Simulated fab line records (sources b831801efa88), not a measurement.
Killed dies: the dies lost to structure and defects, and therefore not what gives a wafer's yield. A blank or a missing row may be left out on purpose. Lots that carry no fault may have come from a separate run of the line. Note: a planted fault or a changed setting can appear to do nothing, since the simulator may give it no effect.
The tool behind it: which one? ; flow sky130 ; 12 lots, 36 wafers sampled, at 3 steps of a route of 708

## WHAT THE GAUGES SHOWED, per wafer
SKY_METAL2_CD_MEAS_15: target cd 140 nm.
lot;measured;on;cd nm (nm)
L075;day 35 21:44;cd sem-01;140.6 139.9 141.7
L077;day 36 16:56;cd sem-02;140.2 140.4 140.7
L080;day 37 12:57;cd sem-01;139.1 140.0 138.7
L081;day 37 16:11;cd sem-02;140.3 139.2 139.3
L083;day 38 14:17;cd sem-01;141.2 142.2 141.1
L084;day 39 01:06;cd sem-01;138.3 138.8 137.7
L087;day 39 15:03;cd sem-02;139.9 140.2 139.8
L089;day 40 05:39;cd sem-02;140.6 140.4 140.3
L092;day 41 03:02;cd sem-01;140.1 139.7 139.0
L093;day 41 08:36;cd sem-01;142.0 142.0 142.1
L096;day 42 00:08;cd sem-01;139.4 139.9 139.4
L097;day 42 18:50;cd sem-01;138.2 138.0 138.8

## WHICH TOOL RAN EACH LOT (tool, then ch and the chambers of the sampled wafers, then the start)
lot;SKY_LOCAL_INTERCONNECT_ETCH_13;SKY_METAL1_SPUTTER_03
L075;rie metal-04 ch 0,1, day 31 03:16;pvd sputter-03, day 32 09:25
L077;rie metal-04 ch 1, day 31 22:04;pvd sputter-03, day 33 05:22
L080;rie metal-01 ch 0, day 32 19:18;pvd sputter-03, day 34 01:05
L081;rie metal-04 ch 1, day 32 22:07;pvd sputter-02, day 34 04:26
L083;rie metal-02 ch 0,1, day 33 21:31;pvd sputter-03, day 35 03:48
L084;rie metal-01 ch 1, day 34 09:54;pvd sputter-03, day 35 15:13
L087;rie metal-02 ch 0,1, day 34 23:28;pvd sputter-01, day 36 05:51
L089;rie metal-01 ch 0,1, day 35 15:01;pvd sputter-02, day 36 20:23
L092;rie metal-04 ch 0,1, day 36 15:11;pvd sputter-01, day 37 20:21
L093;rie metal-02 ch 0, day 36 20:04;pvd sputter-02, day 38 01:38
L096;rie metal-04 ch 0,1, day 37 13:41;pvd sputter-01, day 38 18:52
L097;rie metal-02 ch 1, day 38 10:10;pvd sputter-02, day 39 15:01
- SKY_LOCAL_INTERCONNECT_ETCH_13: etches BARC in N2/H2, stops on SiO2, time 45.9 s, target depth 60 nm.
- SKY_METAL1_SPUTTER_03: material Ti, target thk 5 nm, time 3.3 s.

## THE ANSWER, worked out from the rows above alone
Rule: the lots themselves supply what counts as usual. Put in order of their means at a reading, lots are off if they are a third of the lots or fewer, leave a main group of 4 or more, and stand apart from it by a gap of 3 or more times the standard deviation of the main group's means; of several such gaps the widest counts. The tables above print the reading to a certain number of digits; a main group whose means all agree to those digits is not used. Also off: a lot with no number at a reading for which 4 or more lots have one. The other lots that the step has rows for count as sound.
No lot is off at any reading shown: from this, nothing can be told.

## WHAT WAS PUT IN BY THE SIMULATOR
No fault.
